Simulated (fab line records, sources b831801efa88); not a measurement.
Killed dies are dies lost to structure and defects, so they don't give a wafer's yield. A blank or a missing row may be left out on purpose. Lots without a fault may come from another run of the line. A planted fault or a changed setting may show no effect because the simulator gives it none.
Which tool did it? | flow sky130 | 15 lots, 45 wafers sampled, at 4 steps of a route of 708

WHAT THE GAUGES READ, wafer by wafer
SKY_NWELL_OVL_MEAS_23.
lot  | measured     | on         | NWELL_01_OVL (nm)
L416 | day 5 10:14  | overlay-02 | 2.3 1.8 0.7
L418 | day 5 18:03  | overlay-01 | 3.1 1.9 0.2
L417 | day 5 18:24  | overlay-01 | 1.6 0.3 0.6
L419 | day 6 01:28  | overlay-02 | -0.5 -0.1 -0.2
L420 | day 6 07:15  | overlay-01 | 0.0 -1.6 -1.5
L421 | day 6 14:46  | overlay-01 | -2.0 -0.7 -1.8
L422 | day 6 23:34  | overlay-02 | -0.1 -0.2 -1.8
L423 | day 7 06:44  | overlay-01 | -0.2 -2.0 0.3
L427 | day 8 05:18  | overlay-01 | -1.5 -1.0 -1.0
L428 | day 8 08:36  | overlay-01 | 0.0 -2.4 -2.0
L430 | day 9 00:02  | overlay-02 | 2.5 1.4 0.7
L432 | day 9 10:20  | overlay-02 | 0.0 1.2 0.6
L433 | day 9 14:23  | overlay-02 | -0.3 -1.0 -1.1
L434 | day 9 18:49  | overlay-02 | 2.5 3.2 2.7
L439 | day 11 02:19 | overlay-02 | 0.0 -2.0 0.2

SKY_SONOS_ONO_CD_MEAS_13: target cd 410 nm.
lot  | measured     | on        | cd_nm (nm)
L416 | day 13 01:23 | cd_sem-02 | 405.6 407.1 408.7
L418 | day 13 11:31 | cd_sem-01 | 409.0 408.6 409.2
L417 | day 13 11:44 | cd_sem-02 | 407.7 406.5 407.0
L419 | day 13 17:30 | cd_sem-02 | 410.5 410.0 412.3
L420 | day 14 02:48 | cd_sem-02 | 408.1 404.9 406.4
L421 | day 14 08:39 | cd_sem-01 | 409.2 404.6 410.6
L422 | day 15 00:04 | cd_sem-01 | 406.6 408.0 405.2
L423 | day 15 09:56 | cd_sem-01 | 407.9 408.4 410.1
L427 | day 16 13:22 | cd_sem-01 | 406.6 409.9 410.5
L428 | day 16 16:57 | cd_sem-02 | 413.6 412.0 413.6
L430 | day 17 16:54 | cd_sem-01 | 410.7 411.3 410.7
L432 | day 18 03:08 | cd_sem-01 | 410.7 410.6 413.5
L433 | day 18 13:23 | cd_sem-02 | 408.5 410.5 409.8
L434 | day 18 15:41 | cd_sem-01 | 407.7 406.9 406.9
L439 | day 20 15:52 | cd_sem-01 | 408.1 410.0 411.2

WHICH TOOL RAN EACH LOT (tool, then ch and the chambers of the sampled wafers, then the start)
lot  | SKY_NWELL_STRIP_25                   | SKY_SONOS_ONO_PEB_11
L416 | plasma_asher-02 ch 0,1, day 5 10:26  | litho_track-01 ch 0, day 13 01:05
L418 | plasma_asher-02 ch 0,1, day 5 18:16  | litho_track-01 ch 0, day 13 11:14
L417 | plasma_asher-04 ch 0,1, day 5 18:37  | litho_track-02 ch 0, day 13 11:26
L419 | plasma_asher-04 ch 0,1, day 6 01:40  | litho_track-02 ch 0, day 13 17:13
L420 | plasma_asher-04 ch 0,1, day 6 07:27  | litho_track-02 ch 0, day 14 02:31
L421 | plasma_asher-03 ch 0,1, day 6 14:56  | litho_track-01 ch 0, day 14 08:22
L422 | plasma_asher-02 ch 0,1, day 6 23:46  | litho_track-01 ch 0, day 14 23:47
L423 | plasma_asher-03 ch 0,1, day 7 06:55  | litho_track-01 ch 0, day 15 09:38
L427 | plasma_asher-04 ch 0,1, day 8 05:29  | litho_track-04 ch 0, day 16 13:05
L428 | plasma_asher-02 ch 0,1, day 8 08:47  | litho_track-01 ch 0, day 16 16:40
L430 | plasma_asher-02 ch 0,1, day 9 00:14  | litho_track-02 ch 0, day 17 16:29
L432 | plasma_asher-04 ch 0,1, day 9 10:33  | litho_track-02, day 18 02:50
L433 | plasma_asher-04 ch 0,1, day 9 14:36  | litho_track-02, day 18 13:05
L434 | plasma_asher-02 ch 0, day 9 18:59    | litho_track-02, day 18 15:23
L439 | plasma_asher-02 ch 0,1, day 11 02:29 | litho_track-04 ch 0, day 20 15:35
- SKY_NWELL_STRIP_25: strips in O2/N2.
- SKY_SONOS_ONO_PEB_11

WHAT THE TOOLS THEMSELVES READ (means of the sampled wafers that have a number; where no wafer has one, the mark that the record gives instead)
SKY_NWELL_STRIP_25.
lot  | tool            | drypump_motor_current_A (A) | n2_flow_sccm (sccm) | oes_product_au (a.u.) | strip_time_to_endpoint_s (s)
L416 | plasma_asher-02 | 5.91                        | 299.8               | 0.724                 | 37.02
L418 | plasma_asher-02 | 5.84                        | 301.6               | 0.725                 | 36.89
L417 | plasma_asher-04 | 5.27                        | 300.7               | 0.723                 | 36.80
L419 | plasma_asher-04 | 5.25                        | 300.4               | 0.724                 | 37.01
L420 | plasma_asher-04 | 5.41                        | 299.7               | 0.722                 | 36.70
L421 | plasma_asher-03 | 5.52                        | 300.9               | 0.720                 | 36.93
L422 | plasma_asher-02 | 5.81                        | 300.5               | 0.720                 | 37.04
L423 | plasma_asher-03 | 5.55                        | 300.6               | 0.724                 | 36.90
L427 | plasma_asher-04 | 5.29                        | 300.0               | 0.725                 | 36.82
L428 | plasma_asher-02 | 5.92                        | 301.6               | 0.725                 | 37.19
L430 | plasma_asher-02 | 5.91                        | 299.2               | 0.721                 | 37.12
L432 | plasma_asher-04 | 5.43                        | 299.7               | 0.720                 | 36.88
L433 | plasma_asher-04 | 5.43                        | 300.1               | 0.722                 | 36.93
L434 | plasma_asher-02 | 6.01                        | 299.4               | 0.724                 | 37.07
L439 | plasma_asher-02 | 5.92                        | 299.4               | 0.723                 | 37.03

SKY_SONOS_ONO_PEB_11.
lot  | tool           | exhaust_pa (Pa)
L416 | litho_track-01 | 45.6
L418 | litho_track-01 | 44.2
L417 | litho_track-02 | 46.6
L419 | litho_track-02 | 45.8
L420 | litho_track-02 | 45.3
L421 | litho_track-01 | 45.8
L422 | litho_track-01 | 44.4
L423 | litho_track-01 | 45.0
L427 | litho_track-04 | 44.4
L428 | litho_track-01 | 44.4
L430 | litho_track-02 | 45.0
L432 | litho_track-02 | -
L433 | litho_track-02 | -
L434 | litho_track-02 | -
L439 | litho_track-04 | 44.9

THE ANSWER, worked out from the rows above alone
Rule: what is usual is taken from the lots themselves. Put in order of their means at a reading, lots are off if they are a third of the lots or fewer, leave a main group of 4 or more, and stand apart from it by a gap of 3 or more times the standard deviation of the main group's means; of several such gaps the widest counts. A main group whose means are all the same, to the digits that the tables above print for the reading, isn't used. A lot without any number at a reading at which 4 lots or more have one is off too. The other lots that the step has rows for count as sound. The gauges are gone through in route order, then the tools' own readings, and for those a lot's mean is taken as printed above. The first step at which some lot is off is used, and at that step the reading that is off furthest; a lot without a number counts as furthest.
Off: L432, L433, L434, at SKY_SONOS_ONO_PEB_11 (exhaust_pa). Without a number there: L432, L433, L434. The main group: mean 45.1 Pa, standard deviation 0.7.
A tool fits if, at that step or a process step before it, it ran every lot that is off, and no sound lot after the first of them. One fits: litho_track-02 at SKY_SONOS_ONO_PEB_11. Its last sound lot is L430 (day 17 16:29), its first lot that is off L432 (day 18 02:50): a fault that began between those two fits.
Blank at SKY_SONOS_ONO_PEB_11 on the lots that are off, where sound lots have numbers: exhaust_pa.

WHAT THE SIMULATOR HAD PUT IN
Skipped step whole: litho_track-02, from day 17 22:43 on, at SKY_SONOS_ONO_PEB_11. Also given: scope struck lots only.
Lots struck among those shown: L432, L433, L434. The rule above found the same.
